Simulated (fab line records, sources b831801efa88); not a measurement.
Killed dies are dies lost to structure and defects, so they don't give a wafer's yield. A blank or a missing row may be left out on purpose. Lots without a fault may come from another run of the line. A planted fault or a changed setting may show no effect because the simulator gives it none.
Which tool did it? | flow gf180mcu | 24 lots, 72 wafers sampled, at 5 steps of a route of 602

WHAT THE GAUGES READ, wafer by wafer
GF_M2_RS_MEAS_05: measures by four-point-probe. Usual: M2_ALCU_RS 0.0691 ohm/sq, standard deviation 0.00058.
lot  | measured     | on            | M2_ALCU_RS (ohm/sq)  | flag
L074 | day 18 03:22 | film_metro-02 | 0.0698 0.0694 0.0696 |
L075 | day 18 11:14 | film_metro-04 | 0.0692 0.0690 0.0686 |
L076 | day 19 02:56 | film_metro-04 | 0.0695 0.0694 0.0692 |
L077 | day 19 08:01 | film_metro-02 | 0.0694 0.0689 0.0689 |
L078 | day 19 18:35 | film_metro-04 | 0.0684 0.0688 0.0681 |
L079 | day 20 05:41 | film_metro-02 | 0.0685 0.0684 0.0689 |
L080 | day 20 08:11 | film_metro-03 | 0.0682 0.0683 0.0677 |
L081 | day 21 02:39 | film_metro-04 | 0.0690 0.0686 0.0691 |
L082 | day 21 04:53 | film_metro-02 | 0.0690 0.0696 0.0690 |
L083 | day 21 12:31 | film_metro-02 | 0.0692 0.0695 0.0699 |
L084 | day 22 03:28 | film_metro-04 | 0.0686 0.0688 0.0691 |
L085 | day 22 12:14 | film_metro-03 | 0.0690 0.0692 0.0695 |
L086 | day 22 18:01 | film_metro-03 | 0.0684 0.0683 0.0685 |
L087 | day 22 21:22 | film_metro-03 | 0.0696 0.0696 0.0702 |
L088 | day 23 10:52 | film_metro-04 | 0.0691 0.0691 0.0689 |
L089 | day 23 18:17 | film_metro-02 | 0.0696 0.0685 0.0688 |
L090 | day 24 03:40 | film_metro-02 | 0.0685 0.0685 0.0687 |
L091 | day 24 09:32 | film_metro-04 | 0.0695 0.0696 0.0693 |
L092 | day 24 16:47 | film_metro-02 | 0.0694 0.0698 0.0689 |
L093 | day 24 23:26 | film_metro-02 | 0.0686 0.0699 0.0689 |
L094 | day 25 10:43 | film_metro-03 | 0.0704 0.0703 0.0690 |
L095 | day 25 13:11 | film_metro-02 | 0.0692 0.0697 0.0688 |
L096 | day 25 20:55 | film_metro-02 | 0.0690 0.0682 0.0694 |
L097 | day 26 13:23 | film_metro-03 | 0.0694 0.0690 0.0692 |

GF_V2_THK_MEAS_03. Usual: V2_CVD_02_THK 852 nm, standard deviation 11.
lot  | measured     | on            | V2_CVD_02_THK (nm) | flag
L074 | day 19 04:04 | film_metro-04 | 841 840 859        |
L075 | day 19 12:55 | film_metro-01 | 859 861 866        |
L076 | day 20 05:02 | film_metro-04 | 858 851 874        |
L077 | day 20 09:46 | film_metro-04 | 830 829 852        |
L078 | day 20 20:19 | film_metro-03 | 837 839 863        |
L079 | day 21 06:25 | film_metro-04 | 856 856 861        |
L080 | day 21 08:49 | film_metro-04 | 855 847 858        |
L081 | day 22 03:16 | film_metro-04 | 852 864 856        |
L082 | day 22 05:47 | film_metro-01 | 853 866 880        |
L083 | day 22 12:57 | film_metro-04 | 852 863 857        |
L084 | day 23 03:17 | film_metro-03 | 848 855 859        |
L085 | day 23 11:44 | film_metro-03 | 853 859 861        |
L086 | day 23 17:47 | film_metro-01 | 843 856 847        |
L087 | day 23 21:02 | film_metro-04 | 855 862 845        |
L088 | day 24 10:46 | film_metro-01 | 869 857 850        |
L089 | day 24 17:50 | film_metro-03 | 851 835 864        |
L090 | day 25 02:58 | film_metro-03 | 857 836 846        |
L091 | day 25 07:56 | film_metro-01 | 862 847 866        |
L092 | day 25 14:40 | film_metro-01 | 838 849 869        |
L093 | day 25 21:41 | film_metro-01 | 835 836 844        |
L094 | day 26 07:49 | film_metro-04 | 836 849 843        |
L095 | day 26 11:40 | film_metro-03 | 851 863 862        |
L096 | day 26 18:26 | film_metro-03 | 859 848 863        |
L097 | day 27 10:25 | film_metro-04 | 851 842 851        |

WHICH TOOL RAN EACH LOT (tool, then ch and the chambers of the sampled wafers, then the start)
lot  | GF_M1_SPUTTER_02             | GF_M1_SPUTTER_03             | GF_M1_STRIP_17
L074 | pvd_sputter-01, day 16 02:41 | pvd_sputter-01, day 16 02:43 | plasma_asher-02 ch 0,1, day 17 01:00
L075 | pvd_sputter-01, day 16 09:26 | pvd_sputter-01, day 16 09:28 | plasma_asher-03 ch 0,1, day 17 08:38
L076 | pvd_sputter-03, day 16 23:55 | pvd_sputter-03, day 16 23:56 | plasma_asher-03 ch 0,1, day 17 23:56
L077 | pvd_sputter-01, day 17 05:17 | pvd_sputter-01, day 17 05:19 | plasma_asher-01 ch 0,1, day 18 04:53
L078 | pvd_sputter-03, day 17 14:59 | pvd_sputter-03, day 17 15:01 | plasma_asher-03 ch 0,1, day 18 15:11
L079 | pvd_sputter-03, day 18 01:47 | pvd_sputter-03, day 18 01:49 | plasma_asher-02 ch 0,1, day 19 02:14
L080 | pvd_sputter-03, day 18 03:53 | pvd_sputter-03, day 18 03:55 | plasma_asher-03 ch 0,1, day 19 04:16
L081 | pvd_sputter-03, day 18 22:55 | pvd_sputter-03, day 18 22:57 | plasma_asher-01 ch 0,1, day 19 23:44
L082 | pvd_sputter-02, day 19 01:34 | pvd_sputter-02, day 19 01:36 | plasma_asher-03 ch 0,1, day 20 01:56
L083 | pvd_sputter-02, day 19 08:49 | pvd_sputter-02, day 19 08:51 | plasma_asher-02 ch 0,1, day 20 09:43
L084 | pvd_sputter-02, day 20 00:32 | pvd_sputter-02, day 20 00:34 | plasma_asher-03 ch 0,1, day 21 00:37
L085 | pvd_sputter-02, day 20 09:47 | pvd_sputter-02, day 20 09:49 | plasma_asher-01 ch 0,1, day 21 10:07
L086 | pvd_sputter-01, day 20 15:46 | pvd_sputter-01, day 20 15:48 | plasma_asher-03 ch 0,1, day 21 15:43
L087 | pvd_sputter-03, day 20 18:56 | pvd_sputter-03, day 20 18:58 | plasma_asher-01 ch 0,1, day 21 19:05
L088 | pvd_sputter-02, day 21 09:04 | pvd_sputter-02, day 21 09:06 | plasma_asher-02 ch 0,1, day 22 08:53
L089 | pvd_sputter-02, day 21 16:46 | pvd_sputter-02, day 21 16:48 | plasma_asher-02 ch 0,1, day 22 16:55
L090 | pvd_sputter-01, day 22 03:18 | pvd_sputter-01, day 22 03:20 | plasma_asher-02 ch 0,1, day 23 02:20
L091 | pvd_sputter-01, day 22 08:52 | pvd_sputter-01, day 22 08:53 | plasma_asher-02 ch 0,1, day 23 08:08
L092 | pvd_sputter-02, day 22 15:43 | pvd_sputter-02, day 22 15:45 | plasma_asher-02 ch 0,1, day 23 15:23
L093 | pvd_sputter-02, day 23 00:10 | pvd_sputter-02, day 23 00:12 | plasma_asher-03 ch 0,1, day 23 23:01
L094 | pvd_sputter-02, day 23 11:11 | pvd_sputter-02, day 23 11:13 | plasma_asher-03 ch 0,1, day 24 10:20
L095 | pvd_sputter-03, day 23 14:34 | pvd_sputter-03, day 23 14:36 | plasma_asher-03 ch 0,1, day 24 12:59
L096 | pvd_sputter-01, day 23 22:06 | pvd_sputter-01, day 23 22:08 | plasma_asher-02 ch 0, day 24 20:26
L097 | pvd_sputter-01, day 24 14:55 | pvd_sputter-01, day 24 14:57 | plasma_asher-02 ch 0,1, day 25 13:20
- GF_M1_SPUTTER_02: material AlCu, target thk 450 nm, time 23.9 s.
- GF_M1_SPUTTER_03: material Ti, target thk 10 nm, time 6.7 s.
- GF_M1_STRIP_17: strips in O2/N2.

WHAT THE TOOLS THEMSELVES READ (means of the sampled wafers that have a number; where no wafer has one, the mark that the record gives instead)
GF_M1_SPUTTER_02. Usual: throttle_valve_pct 30.0 %, standard deviation 1.5.
lot  | tool           | throttle_valve_pct (%) | flag
L074 | pvd_sputter-01 | 30.0                   |
L075 | pvd_sputter-01 | 30.7                   |
L076 | pvd_sputter-03 | 30.9                   |
L077 | pvd_sputter-01 | 29.5                   |
L078 | pvd_sputter-03 | 28.8                   |
L079 | pvd_sputter-03 | 30.7                   |
L080 | pvd_sputter-03 | 30.7                   |
L081 | pvd_sputter-03 | 30.6                   |
L082 | pvd_sputter-02 | 29.9                   |
L083 | pvd_sputter-02 | 29.2                   |
L084 | pvd_sputter-02 | 29.3                   |
L085 | pvd_sputter-02 | 29.7                   |
L086 | pvd_sputter-01 | 30.7                   |
L087 | pvd_sputter-03 | 29.1                   |
L088 | pvd_sputter-02 | 29.9                   |
L089 | pvd_sputter-02 | 30.0                   |
L090 | pvd_sputter-01 | 30.6                   |
L091 | pvd_sputter-01 | 29.1                   |
L092 | pvd_sputter-02 | 30.6                   |
L093 | pvd_sputter-02 | 28.6                   |
L094 | pvd_sputter-02 | 30.1                   |
L095 | pvd_sputter-03 | 30.1                   |
L096 | pvd_sputter-01 | 29.5                   |
L097 | pvd_sputter-01 | 31.3                   |

GF_M1_SPUTTER_03. Usual: throttle_valve_pct 30.1 %, standard deviation 1.5.
lot  | tool           | throttle_valve_pct (%) | flag
L074 | pvd_sputter-01 | 29.7                   |
L075 | pvd_sputter-01 | 30.9                   |
L076 | pvd_sputter-03 | 30.8                   |
L077 | pvd_sputter-01 | 29.6                   |
L078 | pvd_sputter-03 | 28.9                   |
L079 | pvd_sputter-03 | 30.5                   |
L080 | pvd_sputter-03 | 30.6                   |
L081 | pvd_sputter-03 | 30.7                   |
L082 | pvd_sputter-02 | 29.9                   |
L083 | pvd_sputter-02 | 29.3                   |
L084 | pvd_sputter-02 | 29.2                   |
L085 | pvd_sputter-02 | 29.7                   |
L086 | pvd_sputter-01 | 30.5                   |
L087 | pvd_sputter-03 | 29.0                   |
L088 | pvd_sputter-02 | 29.7                   |
L089 | pvd_sputter-02 | 30.3                   |
L090 | pvd_sputter-01 | 30.8                   |
L091 | pvd_sputter-01 | 29.2                   |
L092 | pvd_sputter-02 | 30.6                   |
L093 | pvd_sputter-02 | 28.5                   |
L094 | pvd_sputter-02 | 30.0                   |
L095 | pvd_sputter-03 | 30.1                   |
L096 | pvd_sputter-01 | 29.5                   |
L097 | pvd_sputter-01 | 31.4                   |

GF_M1_STRIP_17. Usual: drypump_motor_current_A 5.7 A, standard deviation 0.57; heater_power_w 301 W, standard deviation 17; oes_product_au 0.537 a.u., standard deviation 0.0053; strip_time_to_endpoint_s 7.37 s, standard deviation 0.048.
lot  | tool            | drypump_motor_current_A (A) | heater_power_w (W) | oes_product_au (a.u.) | strip_time_to_endpoint_s (s) | flag
L074 | plasma_asher-02 | 5.0                         | 313                | 0.539                 | 7.40                         |
L075 | plasma_asher-03 | 6.3                         | 285                | 0.537                 | 7.38                         |
L076 | plasma_asher-03 | 6.3                         | 283                | 0.533                 | 7.41                         |
L077 | plasma_asher-01 | 6.1                         | 316                | 0.536                 | 7.34                         |
L078 | plasma_asher-03 | 6.1                         | 297                | 0.541                 | 7.37                         |
L079 | plasma_asher-02 | 5.1                         | 303                | 0.542                 | 7.43                         |
L080 | plasma_asher-03 | 6.3                         | 280                | 0.547                 | 7.41                         |
L081 | plasma_asher-01 | 6.1                         | 317                | 0.539                 | 7.40                         |
L082 | plasma_asher-03 | 6.3                         | 288                | 0.533                 | 7.36                         |
L083 | plasma_asher-02 | 5.1                         | 306                | 0.541                 | 7.41                         |
L084 | plasma_asher-03 | 6.3                         | 283                | 0.538                 | 7.37                         |
L085 | plasma_asher-01 | 6.1                         | 306                | 0.539                 | 7.37                         |
L086 | plasma_asher-03 | 6.1                         | 296                | 0.534                 | 7.36                         |
L087 | plasma_asher-01 | 6.1                         | 308                | 0.535                 | 7.36                         |
L088 | plasma_asher-02 | 5.0                         | 315                | 0.540                 | 7.36                         |
L089 | plasma_asher-02 | 5.1                         | 307                | 0.534                 | 7.32                         |
L090 | plasma_asher-02 | 5.0                         | 314                | 0.539                 | 7.36                         |
L091 | plasma_asher-02 | 5.1                         | 302                | 0.533                 | 7.32                         |
L092 | plasma_asher-02 | 5.2                         | 309                | 0.542                 | 7.43                         |
L093 | plasma_asher-03 | 6.3                         | 284                | 0.536                 | 7.39                         |
L094 | plasma_asher-03 | 6.1                         | 295                | 0.538                 | 7.36                         |
L095 | plasma_asher-03 | 6.1                         | 293                | 0.543                 | 7.46                         |
L096 | plasma_asher-02 | 5.2                         | 299                | 0.534                 | 7.38                         |
L097 | plasma_asher-02 | 5.0                         | 312                | 0.541                 | 7.33                         |

THE ANSWER, worked out from the rows above alone
Rule: a lot is off if the mean of its wafers that have a number lies more than 3 standard deviations from the usual mean. A lot without any number at a reading at which 4 lots or more have one is off too. The other lots that the step has rows for count as sound. The gauges are gone through in route order, then the tools' own readings, and for those a lot's mean is taken as printed above. The first step at which some lot is off is used, and at that step the reading that is off furthest; a lot without a number counts as furthest.
No lot is off at any reading shown: from this, nothing can be told.

WHAT THE SIMULATOR HAD PUT IN
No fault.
